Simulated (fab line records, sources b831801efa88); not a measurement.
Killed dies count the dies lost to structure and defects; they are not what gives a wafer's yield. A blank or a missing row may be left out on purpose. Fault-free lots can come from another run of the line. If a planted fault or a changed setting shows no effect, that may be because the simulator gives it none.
fab line records	flow sfq_line
[record] lots = 15	wafers = 45	last_day = 87
route steps=325 shown I3@134
lots that met no fault: taken from a fault-free run of the same line
start_h: start of the lot's first displayed wafer, in hours after the record's first day	wait_h: time in hours since the lot's previous step	" repeats the value in the row above	L1.1+2: one row covering several wafers at once	- either no value or no given start	* or withheld: withheld	< > ~ a bound
route shown NAME@n: names a module that has steps shown in the file, with the first one's number in the route	usual: average and standard deviation across the fault-free wafers	same: alike in all rows	chamber/n: place in a boat	sites: the reading at each site	_std_site: the values' standard deviation	_edge_site: the outer-site mean with the inner-site mean subtracted	radius_mm: how far each site lies from the wafer's centre	mask NAME#n: copy n	behind: tool/chamber where the wafer was last shaped	hold: what put the lot on hold/how long, in hours/how the hold closed	device: the n, p or np transistor that did not switch	end of line: tests of these same wafers at the route's end	where a step has no rows: the recipe by itself	killed: count of dies lost to structure and defects at first sort (not the wafer's yield)	map: dies across one wafer; x = killed, . = not, _ = none there
set.NAME: the setting as run; set.NAME@STEP: as run at that earlier step	model.NAME: the simulator's own value behind a step, which no gauge read
one table for each step of the route and one row for each wafer, over a sample of lots
services: a tool's chamber out of use, with start hour (start_h, from the record's first day; less than 0 if before it), hours out, and reason
[[steps]]
[step SFQ_TRILAYER_I3_CMP_CMP_082]
[recipe] material = SiO2	down_force_psi = 3	platen_rpm = 60	pad_velocity_m_s = 0.94248
[usual] motor_current_A = 9.9/0.96	time_to_endpoint_s = 213/7.3
lot.wafer	tool	chamber	start_h	wait_h	motor_current_A	time_to_endpoint_s
L885.2	cmp-01	3	573.20	17.1	8.5	212
L885.4	"	0	"	"	9.9	211
L885.6	"	1	"	"	9.2	217
L886.3	cmp-01	2	584.70	21.4	9.0	219
L886.1	"	0	585.70	22.4	9.4	212
L886.6	"	2	586.70	23.4	9.1	221
L887.3	cmp-02	0	597.92	26.2	9.6	217
L887.4	"	1	"	"	10.2	220
L887.1	"	2	"	"	9.3	211
L888.2	cmp-02	0	652.13	39.4	9.8	203
L888.1	"	2	653.13	40.4	9.4	207
L888.5	"	1	654.63	41.9	9.8	208
L889.2	cmp-02	2	656.63	42.7	9.8	209
L889.6	"	3	"	"	12.1	285
L889.5	"	0	"	"	9.3	211
L890.3	cmp-02	3	658.63	38.6	12.0	277
L890.4	"	0	"	"	9.4	286
L890.6	"	3	660.63	40.6	11.7	288
L891.3	cmp-02	2	664.13	35.6	9.7	272
L891.2	"	0	665.13	36.6	9.7	209
L891.1	"	1	"	"	10.1	206
L898.3	cmp-02	1	904.32	1.2	10.1	214
L898.1	"	3	905.32	2.2	11.4	215
L898.4	"	0	"	"	9.7	217
L899.1	cmp-02	2	907.32	0.6	9.3	211
L899.3	"	1	908.82	2.1	10.4	210
L899.5	"	2	"	"	9.4	210
L901.1	cmp-02	0	912.72	0.0	10.1	207
L901.3	"	2	913.72	1.0	9.6	211
L901.2	"	3	"	"	11.8	203
L903.2	cmp-02	2	920.72	3.2	9.3	204
L903.5	"	0	921.72	4.2	9.3	204
L903.6	"	1	"	"	10.1	207
L905.1	cmp-02	0	922.72	0.4	9.6	208
L905.4	"	1	"	"	10.7	206
L905.5	"	1	925.22	2.9	10.2	208
L906.3	cmp-02	3	925.72	1.0	12.0	203
L906.1	"	2	927.22	2.5	9.0	196
L906.6	"	3	"	"	11.6	211
L907.3	cmp-02	1	930.02	0.5	9.7	209
L907.4	"	2	"	"	9.1	215
L907.5	"	1	932.02	2.5	9.6	217
L908.2	cmp-02	0	932.52	0.6	9.2	205
L908.3	"	1	"	"	10.3	218
L908.1	"	2	"	"	9.6	211
[step SFQ_I3_BOW_MEAS_922]
[recipe] mode = bow
[usual] I3_BOW = 2/9.1
lot.wafer	tool	chamber	start_h	wait_h	I3_BOW[um]
L885.2	film_metro-01	-	575.22	1.5	2
L885.4	"	-	"	"	0
L885.6	"	-	"	"	6
L886.1	film_metro-01	-	587.20	1.0	0
L886.3	"	-	"	"	14
L886.6	"	-	"	"	7
L887.1	film_metro-04	-	600.42	1.0	10
L887.3	"	-	"	"	11
L887.4	"	-	"	"	5
L888.1	film_metro-01	-	655.24	1.6	7
L888.2	"	-	"	"	8
L888.5	"	-	"	"	-7
L889.2	film_metro-01	-	658.15	1.0	2
L889.5	"	-	"	"	-4
L889.6	"	-	"	"	3
L889.2	film_metro-01	-	659.47	1.3	-
L889.5	"	-	"	"	-
L889.6	"	-	"	"	-
L890.3	film_metro-02	-	661.17	2.0	6
L890.4	"	-	"	"	-5
L890.6	"	-	"	"	3
L890.3	film_metro-02	-	662.49	1.3	-
L890.4	"	-	"	"	-
L890.6	"	-	"	"	-
L891.1	film_metro-01	-	667.13	1.0	20
L891.2	"	-	"	"	28
L891.3	"	-	"	"	24
L891.1	film_metro-01	-	668.45	1.3	-
L891.2	"	-	"	"	-
L891.3	"	-	"	"	-
L898.1	film_metro-01	-	907.32	1.5	-3
L898.3	"	-	"	"	-8
L898.4	"	-	"	"	4
L899.1	film_metro-02	-	910.32	2.5	5
L899.3	"	-	"	"	16
L899.5	"	-	"	"	6
L901.1	film_metro-02	-	915.72	2.5	-2
L901.2	"	-	"	"	-2
L901.3	"	-	"	"	-7
L903.2	film_metro-02	-	922.74	1.5	-4
L903.5	"	-	"	"	1
L903.6	"	-	"	"	-9
L905.1	film_metro-04	-	925.72	2.5	18
L905.4	"	-	"	"	6
L905.5	"	-	"	"	6
L906.1	film_metro-02	-	928.72	1.0	-8
L906.3	"	-	"	"	-5
L906.6	"	-	"	"	-11
L907.3	film_metro-04	-	932.56	2.0	-11
L907.4	"	-	"	"	3
L907.5	"	-	"	"	3
L908.1	film_metro-02	-	935.52	1.5	2
L908.2	"	-	"	"	18
L908.3	"	-	"	"	7
[step SFQ_TRILAYER_I3_METRO_MEASURE_083]
[usual] thk_nm = 199.6/0.94
lot.wafer	tool	chamber	start_h	wait_h	thk_nm
L885.2	film_metro-01	-	575.52	0.3	200.6
L885.4	"	-	"	"	199.8
L885.6	"	-	"	"	200.2
L886.1	film_metro-01	-	587.32	0.1	198.9
L886.3	"	-	"	"	200.0
L886.6	"	-	"	"	200.0
L887.1	film_metro-04	-	600.54	0.1	199.8
L887.3	"	-	"	"	198.7
L887.4	"	-	"	"	199.1
L888.1	film_metro-01	-	655.36	0.1	198.7
L888.2	"	-	"	"	198.7
L888.5	"	-	"	"	199.1
L889.2	film_metro-01	-	663.55	4.1	200.4
L889.5	"	-	"	"	199.0
L889.6	"	-	"	"	307.9
L889.2	film_metro-01	-	665.65	1.9	200.4
L889.5	"	-	"	"	199.1
L889.6	"	-	"	"	307.9
L890.3	film_metro-02	-	665.95	3.4	304.0
L890.4	"	-	"	"	305.9
L890.6	"	-	"	"	309.0
L890.3	film_metro-02	-	667.31	1.2	304.0
L890.4	"	-	"	"	305.9
L890.6	"	-	"	"	309.5
L891.1	film_metro-01	-	670.57	2.1	199.0
L891.2	"	-	"	"	199.1
L891.3	"	-	"	"	302.6
L891.1	film_metro-01	-	671.93	1.2	199.1
L891.2	"	-	"	"	199.1
L891.3	"	-	"	"	302.9
L898.1	film_metro-01	-	907.44	0.1	199.7
L898.3	"	-	"	"	198.7
L898.4	"	-	"	"	199.3
L899.1	film_metro-02	-	910.44	0.1	198.0
L899.3	"	-	"	"	198.6
L899.5	"	-	"	"	198.1
L901.1	film_metro-02	-	915.84	0.1	199.4
L901.2	"	-	"	"	199.9
L901.3	"	-	"	"	198.9
L903.2	film_metro-02	-	923.04	0.3	198.2
L903.5	"	-	"	"	198.9
L903.6	"	-	"	"	198.3
L905.1	film_metro-04	-	925.84	0.1	199.0
L905.4	"	-	"	"	201.0
L905.5	"	-	"	"	199.6
L906.1	film_metro-02	-	928.84	0.1	199.8
L906.3	"	-	"	"	198.0
L906.6	"	-	"	"	198.3
L907.3	film_metro-04	-	933.04	0.5	198.5
L907.4	"	-	"	"	199.3
L907.5	"	-	"	"	198.7
L908.1	film_metro-02	-	935.64	0.1	198.2
L908.2	"	-	"	"	197.5
L908.3	"	-	"	"	198.2
[step SFQ_TRILAYER_I3_VIA_ETCH_VIA_ETCH_088]
[recipe] target = SiO2	stop_on = Nb	mask_material = PR	taper_deg = 20	chemistry = CHF3	target_depth_nm = 260	source_w = 500	bias_w = 80	pressure_mtorr = 30	time_s = withheld
[usual] drypump_motor_current_A = 5.9/0.47	oes_product_au = 0.854/0.005	rf_fwd_power_W = 498.0/1.5
lot.wafer	tool	chamber	start_h	wait_h	drypump_motor_current_A	oes_product_au	rf_fwd_power_W
L885.2	rie_diel-04	1	711.34	0.0	5.7	0.851	499.6
L885.4	"	2	"	"	6.2	0.854	500.2
L885.6	"	1	"	"	5.7	0.856	498.5
L886.1	rie_diel-02	3	722.61	0.0	5.6	0.860	499.3
L886.3	"	1	"	"	5.4	0.853	497.6
L886.6	"	1	"	"	5.4	0.851	497.3
L887.1	rie_diel-04	2	737.01	0.0	6.2	0.852	498.7
L887.3	"	3	"	"	6.2	0.850	499.7
L887.4	"	1	"	"	5.7	0.850	498.4
L888.1	rie_diel-04	3	800.61	0.0	6.3	0.843	497.4
L888.2	"	0	"	"	6.5	0.850	500.3
L888.5	"	3	"	"	6.3	0.851	498.2
L889.2	rie_diel-03	0	803.01	0.0	5.7	0.860	496.8
L889.5	"	2	"	"	5.7	0.850	498.0
L889.6	"	1	"	"	6.6	1.005	498.7
L890.3	rie_diel-04	3	806.61	0.0	6.2	0.999	495.0
L890.4	"	0	"	"	6.5	1.003	498.1
L890.6	"	1	"	"	5.7	0.998	502.2
L891.1	rie_diel-02	2	813.81	0.0	6.0	0.856	498.7
L891.2	"	1	"	"	5.5	0.857	497.1
L891.3	"	3	"	"	5.6	0.993	497.9
L898.1	rie_diel-02	1	911.05	0.0	5.4	0.859	497.7
L898.3	"	3	"	"	5.6	0.857	498.9
L898.4	"	2	"	"	6.0	0.856	497.2
L899.1	rie_diel-04	1	913.97	0.0	5.7	0.849	497.9
L899.3	"	0	"	"	6.5	0.850	496.8
L899.5	"	1	"	"	5.7	0.856	498.1
L901.1	rie_diel-04	2	920.02	0.0	6.2	0.849	497.7
L901.2	"	1	"	"	5.7	0.852	501.8
L901.3	"	3	"	"	6.3	0.853	498.1
L903.2	rie_diel-04	3	926.37	0.0	6.2	0.851	498.3
L903.5	"	0	"	"	6.6	0.855	498.5
L903.6	"	3	"	"	6.2	0.852	498.5
L905.1	rie_diel-02	0	929.97	0.0	5.8	0.857	497.8
L905.4	"	3	"	"	5.6	0.861	497.1
L905.5	"	3	"	"	5.6	0.853	500.6
L906.1	rie_diel-03	3	932.37	0.0	4.8	0.851	499.6
L906.3	"	0	"	"	5.7	0.852	498.3
L906.6	"	0	"	"	5.7	0.849	497.9
L907.3	rie_diel-02	1	937.09	0.0	5.4	0.846	496.5
L907.4	"	0	"	"	5.8	0.854	497.1
L907.5	"	2	"	"	6.0	0.856	495.5
L908.1	rie_diel-04	3	939.17	0.0	6.2	0.858	497.6
L908.2	"	1	"	"	5.7	0.854	498.6
L908.3	"	2	"	"	6.2	0.852	501.4
[[services]]
tool	chamber	start_h	hours	kind
cmp-02	-	575.42	4.0	pm
film_metro-01	-	594.12	0.8	pm
film_metro-02	-	606.83	0.7	pm
rie_diel-04	3	608.39	6.6	repair
film_metro-02	-	612.59	2.4	pm
film_metro-01	-	614.30	0.7	pm
film_metro-02	-	619.42	2.8	pm
cmp-02	-	637.75	1.0	repair
film_metro-02	-	652.72	7.9	repair
rie_diel-04	0	664.66	4.5	repair
film_metro-01	-	676.41	1.0	pm
film_metro-02	-	702.59	3.8	pm
cmp-02	-	752.81	1.8	repair
film_metro-01	-	777.65	4.0	pm
rie_diel-04	1	792.31	9.4	repair
cmp-02	-	793.04	1.1	repair
rie_diel-04	1	826.64	10.4	repair
film_metro-01	-	832.95	1.8	pm
film_metro-01	-	839.12	0.3	pm
cmp-02	-	846.71	3.7	pm
rie_diel-04	0	851.63	6.1	repair
film_metro-01	-	859.30	1.5	pm
cmp-02	-	915.72	4.0	pm
film_metro-01	-	921.41	0.3	pm
[[key]]
[first_sign] step = SFQ_TRILAYER_I3_CMP_CMP_082	reading = time_to_endpoint_s	direction = up	sigmas = 9.4	usual = *	struck = *
[effect] step = SFQ_I3_BOW_MEAS_922	reading = visit	direction = added
[effect] step = SFQ_TRILAYER_I3_METRO_MEASURE_083	reading = visit	direction = added
[effect] step = SFQ_TRILAYER_I3_METRO_MEASURE_083	reading = thk_nm	direction = up	sigmas = 99+	usual = 199.6	struck = 305.9
[effect] step = SFQ_TRILAYER_I3_VIA_ETCH_VIA_ETCH_088	reading = oes_product_au	direction = up	sigmas = 29	usual = 0.854	struck = 0.999
met_at SFQ_TRILAYER_I3_CMP_CMP_082
struck_lots L889,L890,L891
struck_wafers L889.6,L890.3,L890.4,L890.6,L891.3
onset_between 652.13 656.63
[fault] kind = process_parameter_drift	tool = cmp-02	chamber = -	onset_h = 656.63	steps = SFQ_TRILAYER_I3_CMP_CMP_082	channel = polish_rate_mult	offset = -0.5	shape = step	end_h = 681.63	scope = struck_wafers_only
